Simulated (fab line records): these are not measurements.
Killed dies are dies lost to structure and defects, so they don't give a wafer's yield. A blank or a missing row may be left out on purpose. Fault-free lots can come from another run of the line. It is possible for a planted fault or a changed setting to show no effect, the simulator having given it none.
Check for tools in common | flow gf180mcu | 15 lots and 45 wafers in the sample

## WHAT PROMPTED THE OPENING
At GF_HV_LDD_TW_MEAS_23 the reading HV_LDD_2_TW is flagged on 3 of 15 lots. No-fault wafers: 1057, standard deviation 12.
Rule: a lot is flagged when every wafer of it that has a number lies more than 4 standard deviations from that mean, or none has a number. The other lots count as sound.

lot  | measured     | on            | HV_LDD_2_TW, wafer by wafer | flag
L993 | day 10 20:42 | film metro-04 | 1070 1069 1071              |
L995 | day 11 12:48 | film metro-04 | 1075 1066 1067              |
L996 | day 11 19:50 | film metro-02 | 1047 1050 1047              |
L998 | day 12 06:11 | film metro-04 | 1069 1072 1067              |
L100 | day 12 23:56 | film metro-01 | 1054 1052 1056              |
L102 | day 13 15:08 | film metro-02 | 1293 1297 1299              | FLAGGED
L105 | day 14 13:07 | film metro-02 | 1301 1295 1301              | FLAGGED
L106 | day 14 19:35 | film metro-01 | 1070 1071 1063              |
L107 | day 15 03:49 | film metro-02 | 1303 1306 1311              | FLAGGED
L108 | day 15 08:31 | film metro-02 | 1049 1049 1054              |
L110 | day 16 03:04 | film metro-04 | 1072 1078 1075              |
L111 | day 16 07:55 | film metro-02 | 1045 1036 1047              |
L113 | day 17 00:44 | film metro-01 | 1067 1063 1063              |
L114 | day 17 09:20 | film metro-04 | 1075 1077 1071              |
L116 | day 18 03:19 | film metro-02 | 1042 1045 1039              |
On average the flagged lots' numbers are 1301, which is +244 against the usual, or +20 standard deviations.

## LOT BY LOT: THE TOOL USED
Before the reading, the record contains 2 process steps out of a 602-step route. Every cell lists first the tool, next ch and the chambers used by the sampled wafers, and last the start.
lot  | flag    | GF_POLY_GATE_ETCH_13             | GF_HV_LDD_IMPLANT_21
L993 |         | rie si-01 ch 0,1,3, day 9 07:41  | implanter-02 ch 0, day 10 20:28
L995 |         | rie si-02 ch 0,2,3, day 9 20:43  | implanter-02 ch 0, day 11 12:35
L996 |         | rie si-02 ch 0,1,3, day 10 00:46 | implanter-04 ch 0, day 11 19:35
L998 |         | rie si-02 ch 0,2,3, day 10 12:44 | implanter-02 ch 0, day 12 05:56
L100 |         | rie si-01 ch 0,1,2, day 11 07:05 | implanter-04 ch 0, day 12 23:41
L102 | FLAGGED | rie si-02 ch 0,2,3, day 11 21:08 | implanter-04 ch 0, day 13 14:34
L105 | FLAGGED | rie si-01 ch 1,2,3, day 12 16:46 | implanter-03 ch 0, day 14 12:31
L106 |         | rie si-01 ch 0,1,2, day 12 23:29 | implanter-03 ch 0, day 14 19:20
L107 | FLAGGED | rie si-02 ch 0,1, day 13 06:28   | implanter-03 ch 0, day 15 03:05
L108 |         | rie si-02 ch 0,1, day 13 12:50   | implanter-02 ch 0, day 15 08:17
L110 |         | rie si-01 ch 1,2,3, day 14 06:30 | implanter-02 ch 0, day 16 02:49
L111 |         | rie si-01 ch 0,1,2, day 14 09:39 | implanter-03 ch 0, day 16 07:40
L113 |         | rie si-02 ch 2,3, day 15 02:20   | implanter-02 ch 0, day 17 00:29
L114 |         | rie si-02 ch 2,3, day 15 07:49   | implanter-02 ch 0, day 17 09:07
L116 |         | rie si-02 ch 1,2,3, day 16 03:43 | implanter-04 ch 0, day 18 03:04
These steps, and what they do:
- GF_POLY_GATE_ETCH_13: etches poly-Si in HBr/Cl2, stops on SiO2, target depth 198.5 nm, time 69.6 s.
- GF_HV_LDD_IMPLANT_21
- GF_HV_LDD_TW_MEAS_23

## FLAGGED AGAINST TOTAL, ONE TOOL AT A TIME (gauges that did the reading follow at the end)
step                 | tool          | lots run | flagged | share of the flagged lots | sound lots run after its first flagged lot
GF_POLY_GATE_ETCH_13 | rie si-01     | 6        | 1       | some                      | 3 (L106,L110,L111)
GF_POLY_GATE_ETCH_13 | rie si-02     | 9        | 2       | some                      | 4 (L108,L113,L114,L116)
GF_HV_LDD_IMPLANT_21 | implanter-02  | 7        | 0       | none                      | -
GF_HV_LDD_IMPLANT_21 | implanter-03  | 4        | 2       | some                      | 2 (L106,L111)
GF_HV_LDD_IMPLANT_21 | implanter-04  | 4        | 1       | some                      | 1 (L116)
GF_HV_LDD_TW_MEAS_23 | film metro-01 | 3        | 0       | none                      | -
GF_HV_LDD_TW_MEAS_23 | film metro-02 | 7        | 3       | all                       | 3 (L108,L111,L116)
GF_HV_LDD_TW_MEAS_23 | film metro-04 | 5        | 0       | none                      | -

## WHAT IS ALLOWED BY THE TABLE
Rows of the table that ran each flagged lot: 1, that is film metro-02 at GF_HV_LDD_TW_MEAS_23.
- film metro-02 at GF_HV_LDD_TW_MEAS_23: 3 of its 7 lots flagged. Lots that were sound ran on it after the first flagged one (L108, L111, L116); a persistent fault on the entire tool would not allow that.
No row of the table ran every flagged lot and no sound lot after the first.

## WHAT THE SIMULATOR PUT IN
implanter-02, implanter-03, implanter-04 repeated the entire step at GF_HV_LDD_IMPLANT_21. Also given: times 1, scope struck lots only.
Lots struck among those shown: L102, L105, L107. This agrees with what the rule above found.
